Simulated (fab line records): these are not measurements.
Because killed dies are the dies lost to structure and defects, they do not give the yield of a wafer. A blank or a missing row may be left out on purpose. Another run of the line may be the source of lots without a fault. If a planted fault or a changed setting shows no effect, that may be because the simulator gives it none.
The tool behind it: which one? :: flow gf180mcu :: 36 wafers from 12 lots sampled at 6 of the route's 602 steps

WHAT THE GAUGES SHOWED, per wafer
GF_M5_CD_MEAS_07: the cd target is 280 nm. Usual: cd-nm 279.4 nm, standard deviation 1.5.
lot: L137
measured: day 26 15:13
on: cd-sem-02
cd-nm (nm): 280.0 280.5 280.6
flag: 

lot: L138
measured: day 27 12:25
on: cd-sem-01
cd-nm (nm): 279.7 280.1 278.4
flag: 

lot: L139
measured: day 28 06:21
on: cd-sem-02
cd-nm (nm): 279.5 277.9 280.1
flag: 

lot: L141
measured: day 28 10:28
on: cd-sem-01
cd-nm (nm): 282.6 281.6 281.3
flag: 

lot: L142
measured: day 28 15:12
on: cd-sem-01
cd-nm (nm): 280.2 279.0 280.5
flag: 

lot: L149
measured: day 30 16:39
on: cd-sem-02
cd-nm (nm): 279.3 279.7 279.3
flag: 

lot: L152
measured: day 31 10:31
on: cd-sem-01
cd-nm (nm): 279.9 279.4 280.6
flag: 

lot: L155
measured: day 32 12:40
on: cd-sem-01
cd-nm (nm): 280.2 280.3 280.7
flag: 

lot: L156
measured: day 32 13:58
on: cd-sem-02
cd-nm (nm): 279.6 277.6 277.9
flag: 

lot: L157
measured: day 32 17:48
on: cd-sem-02
cd-nm (nm): 277.1 277.6 277.0
flag: 

lot: L158
measured: day 32 23:35
on: cd-sem-02
cd-nm (nm): 278.0 278.5 278.3
flag: 

lot: L159
measured: day 33 05:05
on: cd-sem-01
cd-nm (nm): 277.6 277.9 279.3
flag: 

GF_TOP_METAL_RS_MEAS_05: the measuring method here is four-point-probe. Usual: TOP_METAL_ALCU_RS 0.0328 ohm/sq, standard deviation 0.00034.
lot: L137
measured: day 27 15:51
on: film-metro-01
TOP_METAL_ALCU_RS (ohm/sq): 0.0323 0.0327 0.0324
flag: 

lot: L138
measured: day 28 11:58
on: film-metro-01
TOP_METAL_ALCU_RS (ohm/sq): 0.0331 0.0332 0.0333
flag: 

lot: L139
measured: day 29 06:03
on: film-metro-02
TOP_METAL_ALCU_RS (ohm/sq): 0.0329 0.0329 0.0334
flag: 

lot: L141
measured: day 29 09:54
on: film-metro-04
TOP_METAL_ALCU_RS (ohm/sq): 0.0325 0.0329 0.0326
flag: 

lot: L142
measured: day 29 14:22
on: film-metro-04
TOP_METAL_ALCU_RS (ohm/sq): 0.0329 0.0325 0.0327
flag: 

lot: L149
measured: day 31 13:23
on: film-metro-04
TOP_METAL_ALCU_RS (ohm/sq): 0.0323 0.0328 0.0327
flag: 

lot: L152
measured: day 32 07:20
on: film-metro-02
TOP_METAL_ALCU_RS (ohm/sq): 0.0349 0.0332 0.0331
flag: 

lot: L155
measured: day 33 08:42
on: film-metro-04
TOP_METAL_ALCU_RS (ohm/sq): 0.0328 0.0329 0.0335
flag: 

lot: L156
measured: day 33 11:05
on: film-metro-02
TOP_METAL_ALCU_RS (ohm/sq): 0.0327 0.0323 0.0325
flag: 

lot: L157
measured: day 33 13:41
on: film-metro-04
TOP_METAL_ALCU_RS (ohm/sq): 0.0331 0.0332 0.0326
flag: 

lot: L158
measured: day 33 18:24
on: film-metro-04
TOP_METAL_ALCU_RS (ohm/sq): 0.0333 0.0332 0.0335
flag: 

lot: L159
measured: day 34 00:21
on: film-metro-01
TOP_METAL_ALCU_RS (ohm/sq): 0.0324 0.0326 0.0324
flag: 

GF_TOP_METAL_THK_MEAS_06: measures by xrf. Usual: TOP_METAL_ALCU_THK 898 nm, standard deviation 10.
lot: L137
measured: day 27 15:58
on: film-metro-01
TOP_METAL_ALCU_THK (nm): 905 900 904
flag: 

lot: L138
measured: day 28 12:05
on: film-metro-01
TOP_METAL_ALCU_THK (nm): 887 883 883
flag: 

lot: L139
measured: day 29 06:10
on: film-metro-02
TOP_METAL_ALCU_THK (nm): 903 903 889
flag: 

lot: L141
measured: day 29 10:01
on: film-metro-04
TOP_METAL_ALCU_THK (nm): 904 890 903
flag: 

lot: L142
measured: day 29 14:29
on: film-metro-04
TOP_METAL_ALCU_THK (nm): 890 895 900
flag: 

lot: L149
measured: day 31 13:30
on: film-metro-04
TOP_METAL_ALCU_THK (nm): 909 896 903
flag: 

lot: L152
measured: day 32 07:27
on: film-metro-02
TOP_METAL_ALCU_THK (nm): 845 893 895
flag: 

lot: L155
measured: day 33 08:49
on: film-metro-04
TOP_METAL_ALCU_THK (nm): 895 895 877
flag: 

lot: L156
measured: day 33 11:11
on: film-metro-02
TOP_METAL_ALCU_THK (nm): 912 915 911
flag: 

lot: L157
measured: day 33 13:49
on: film-metro-04
TOP_METAL_ALCU_THK (nm): 889 887 899
flag: 

lot: L158
measured: day 33 18:30
on: film-metro-04
TOP_METAL_ALCU_THK (nm): 880 884 882
flag: 

lot: L159
measured: day 34 00:27
on: film-metro-01
TOP_METAL_ALCU_THK (nm): 904 902 906
flag: 

GF_TOP_METAL_OVL_MEAS_15. Usual: TOP_METAL_OVL 0.1 nm, standard deviation 1.5.
lot: L137
measured: day 28 12:38
on: overlay-02
TOP_METAL_OVL (nm): 0.8 -0.9 0.3
flag: 

lot: L138
measured: day 29 07:46
on: overlay-01
TOP_METAL_OVL (nm): -0.5 0.7 0.7
flag: 

lot: L139
measured: day 30 01:03
on: overlay-01
TOP_METAL_OVL (nm): -1.1 -1.0 -1.3
flag: 

lot: L141
measured: day 30 05:27
on: overlay-02
TOP_METAL_OVL (nm): -2.5 -2.4 -0.6
flag: 

lot: L142
measured: day 30 09:57
on: overlay-02
TOP_METAL_OVL (nm): 0.2 0.8 0.5
flag: 

lot: L149
measured: day 32 06:59
on: overlay-01
TOP_METAL_OVL (nm): -0.6 -0.9 -0.3
flag: 

lot: L152
measured: day 33 00:36
on: overlay-02
TOP_METAL_OVL (nm): -0.2 0.7 1.1
flag: 

lot: L155
measured: day 34 00:14
on: overlay-01
TOP_METAL_OVL (nm): 1.0 0.3 -0.9
flag: 

lot: L156
measured: day 34 02:43
on: overlay-02
TOP_METAL_OVL (nm): -2.1 0.7 1.6
flag: 

lot: L157
measured: day 34 06:10
on: overlay-02
TOP_METAL_OVL (nm): 0.6 0.0 -2.8
flag: 

lot: L158
measured: day 34 10:14
on: overlay-02
TOP_METAL_OVL (nm): -0.7 -0.8 0.7
flag: 

lot: L159
measured: day 34 15:56
on: overlay-01
TOP_METAL_OVL (nm): 0.4 0.7 0.9
flag: 

WHAT TOOL EACH LOT RAN ON (gives the tool, then ch and the chambers of the sampled wafers, and finally the start)
lot: L137
GF_V5_SPUTTER_22: pvd-sputter-03, day 27 14:59
GF_TOP_METAL_SPUTTER_02: pvd-sputter-03, day 27 15:44

lot: L138
GF_V5_SPUTTER_22: pvd-sputter-01, day 28 11:06
GF_TOP_METAL_SPUTTER_02: pvd-sputter-02, day 28 11:52

lot: L139
GF_V5_SPUTTER_22: pvd-sputter-01, day 29 05:11
GF_TOP_METAL_SPUTTER_02: pvd-sputter-02, day 29 05:58

lot: L141
GF_V5_SPUTTER_22: pvd-sputter-01, day 29 09:02
GF_TOP_METAL_SPUTTER_02: pvd-sputter-04, day 29 09:49

lot: L142
GF_V5_SPUTTER_22: pvd-sputter-04, day 29 13:31
GF_TOP_METAL_SPUTTER_02: pvd-sputter-03, day 29 14:16

lot: L149
GF_V5_SPUTTER_22: pvd-sputter-01, day 31 12:31
GF_TOP_METAL_SPUTTER_02: pvd-sputter-04, day 31 13:17

lot: L152
GF_V5_SPUTTER_22: pvd-sputter-01, day 32 06:19
GF_TOP_METAL_SPUTTER_02: pvd-sputter-04, day 32 07:14

lot: L155
GF_V5_SPUTTER_22: pvd-sputter-03, day 33 07:30
GF_TOP_METAL_SPUTTER_02: pvd-sputter-02, day 33 08:35

lot: L156
GF_V5_SPUTTER_22: pvd-sputter-03, day 33 10:01
GF_TOP_METAL_SPUTTER_02: pvd-sputter-03, day 33 10:58

lot: L157
GF_V5_SPUTTER_22: pvd-sputter-03, day 33 12:50
GF_TOP_METAL_SPUTTER_02: pvd-sputter-02, day 33 13:36

lot: L158
GF_V5_SPUTTER_22: pvd-sputter-03, day 33 17:31
GF_TOP_METAL_SPUTTER_02: pvd-sputter-03, day 33 18:16

lot: L159
GF_V5_SPUTTER_22: pvd-sputter-01, day 33 23:28
GF_TOP_METAL_SPUTTER_02: pvd-sputter-03, day 34 00:13
- GF_V5_SPUTTER_22: material TiN, target thk 10 nm, time 40 s.
- GF_TOP_METAL_SPUTTER_02: material AlCu, target thk 900 nm, time 47.82 s.

AS READ BY THE TOOLS THEMSELVES (means over the sampled wafers that have a number; for cases with no such wafer, the mark the record gives instead)
GF_V5_SPUTTER_22. Usual: throttle-valve-pct 30.1 %, standard deviation 1.4.
lot: L137
tool: pvd-sputter-03
throttle-valve-pct (%): 31.4
flag: 

lot: L138
tool: pvd-sputter-01
throttle-valve-pct (%): 29.9
flag: 

lot: L139
tool: pvd-sputter-01
throttle-valve-pct (%): 29.0
flag: 

lot: L141
tool: pvd-sputter-01
throttle-valve-pct (%): 29.5
flag: 

lot: L142
tool: pvd-sputter-04
throttle-valve-pct (%): 29.6
flag: 

lot: L149
tool: pvd-sputter-01
throttle-valve-pct (%): 29.4
flag: 

lot: L152
tool: pvd-sputter-01
throttle-valve-pct (%): 29.2
flag: 

lot: L155
tool: pvd-sputter-03
throttle-valve-pct (%): 31.1
flag: 

lot: L156
tool: pvd-sputter-03
throttle-valve-pct (%): 31.1
flag: 

lot: L157
tool: pvd-sputter-03
throttle-valve-pct (%): 32.2
flag: 

lot: L158
tool: pvd-sputter-03
throttle-valve-pct (%): 31.9
flag: 

lot: L159
tool: pvd-sputter-01
throttle-valve-pct (%): 29.7
flag: 

GF_TOP_METAL_SPUTTER_02. Usual: throttle-valve-pct 30.5 %, standard deviation 1.3.
lot: L137
tool: pvd-sputter-03
throttle-valve-pct (%): 30.0
flag: 

lot: L138
tool: pvd-sputter-02
throttle-valve-pct (%): 31.2
flag: 

lot: L139
tool: pvd-sputter-02
throttle-valve-pct (%): 29.7
flag: 

lot: L141
tool: pvd-sputter-04
throttle-valve-pct (%): 29.7
flag: 

lot: L142
tool: pvd-sputter-03
throttle-valve-pct (%): 31.5
flag: 

lot: L149
tool: pvd-sputter-04
throttle-valve-pct (%): 30.3
flag: 

lot: L152
tool: pvd-sputter-04
throttle-valve-pct (%): 29.5
flag: 

lot: L155
tool: pvd-sputter-02
throttle-valve-pct (%): 30.0
flag: 

lot: L156
tool: pvd-sputter-03
throttle-valve-pct (%): 29.6
flag: 

lot: L157
tool: pvd-sputter-02
throttle-valve-pct (%): 31.0
flag: 

lot: L158
tool: pvd-sputter-03
throttle-valve-pct (%): 31.2
flag: 

lot: L159
tool: pvd-sputter-03
throttle-valve-pct (%): 31.4
flag: 

THE ANSWER, worked out from the rows above alone
Rule: take the mean of a lot's wafers that have a number; if it is more than 3 standard deviations from the usual mean, the lot is off. Also off: a lot with no number at a reading for which 4 or more lots have one. The other lots that the step has rows for count as sound. After the gauges, taken in route order, come the tools' own readings; for these a lot's mean is taken, as printed above. The first step at which some lot is off is used, and at that step the reading that is off furthest; a lot without a number counts as furthest.
No lot is off at any reading shown: from this, nothing can be told.

WHAT HAD BEEN PUT IN BY THE SIMULATOR
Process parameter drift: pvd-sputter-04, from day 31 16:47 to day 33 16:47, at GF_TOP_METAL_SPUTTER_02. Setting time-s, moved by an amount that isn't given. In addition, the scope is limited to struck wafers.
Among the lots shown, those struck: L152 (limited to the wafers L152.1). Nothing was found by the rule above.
